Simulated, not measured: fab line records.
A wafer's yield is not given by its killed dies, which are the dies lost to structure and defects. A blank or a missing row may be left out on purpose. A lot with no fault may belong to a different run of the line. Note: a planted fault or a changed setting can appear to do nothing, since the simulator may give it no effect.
Code-filled problem report in 8D (eight disciplines) form / flow gf180mcu / the parts of the form that need people (team, actions taken, sign-off) are left out

## 1. THE PROBLEM
Wafers free of any fault read 599 nm (standard deviation 6.8) for V3_CVD_00_THK at GF_V3_THK_MEAS_01, against a mean of 301 nm on 6 wafers of 2 lots. Measured from the usual mean, that is -44 standard deviations.
Earliest sighting: wafer L145.1 on film-metro-02 at day 25 04:37. At this step, 39 wafers from 13 lots have a number in the record. The rule behind "out" and "out of limits": a value lying over 4 standard deviations away from the usual mean. All remaining wafers that have a number are taken as sound.

## 2. WHAT IT IS, WHAT IT ISN'T
question=which readings at this step | is=V3_CVD_00_THK | is not=-
question=which lots | is=L145, L146 | is not=L136, L137, L138, L139, L140, L141, L142, L144, L156, L157, L158
question=which wafers of those lots | is=all that have a number | is not=-
question=read on which gauges | is=film-metro-01, film-metro-02 | is not=film-metro-03
question=when | is=from day 25 04:37 | is not=up to then (24 sound wafers); but 9 sound wafers of L156, L157, L158 came after

## 3. WHAT RULES OUT EACH SUSPECT
Counting: a tool at a process step up to the reading stays a suspect if it ran every lot that is out and no sound lot after the first of them.
- the gauge at GF_V3_THK_MEAS_01 is ruled out. 2 gauges (film-metro-01, film-metro-02) read the wafers that are out.
- hdpcvd-01 at GF_V3_CVD_00 (deposits SiO2, target thk 600 nm, time 100 s): kept. It ran every lot that is out, first L145 (day 25 04:32), and no sound lot after that; its last sound lot up to then is L142 (day 23 17:55). Out on those wafers are its own readings of sih4-flow-sccm.
Left after counting: hdpcvd-01 at GF_V3_CVD_00.

## 4. THE CAUSE (what the simulator had put in)
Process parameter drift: hdpcvd-01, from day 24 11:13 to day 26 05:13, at GF_V3_CVD_00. Setting sih4-flow-sccm, moved by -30, from 60. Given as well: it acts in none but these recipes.
Only this tool survived the counting.

## 5. THE EFFECT CHAIN, in route order
Rows list readings where the struck wafers' mean (over those with a number) sits beyond 3 standard deviations from the usual. Only readings whose record carries a usual standard deviation are examined. hours: median over the lots of the time between each lot's start at the first step of this table that gives one and its start at this step. sigmas: the change, counted in usual standard deviations.
hours=0; step=GF_V3_CVD_00; reading=sih4-flow-sccm; usual=60.00 sccm; on struck wafers=30.03; change=-29.97; sigmas=-99 or more
hours=0; step=GF_V3_THK_MEAS_01; reading=V3_CVD_00_THK; usual=599 nm; on struck wafers=301; change=-298; sigmas=-44
Process steps it contains:
- GF_V3_CVD_00: deposits SiO2, target thk 600 nm, time 100 s.

## 6. WHAT WOULD HAVE CAUGHT IT SOONER
The first out-of-limits reading at a measuring or inspecting step in this record came at day 25 04:37, 17 hours after the fault's start at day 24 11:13.
The tool's own readings at GF_V3_CVD_00 were out on every struck wafer that the step has a row for (sih4-flow-sccm): an alarm limit on them would have fired on the first of those.
Among the 2 lots that are out, L146 began GF_V3_CVD_00 on hdpcvd-01 after day 25 04:37. A tool hold placed at that time would have kept it from harm.
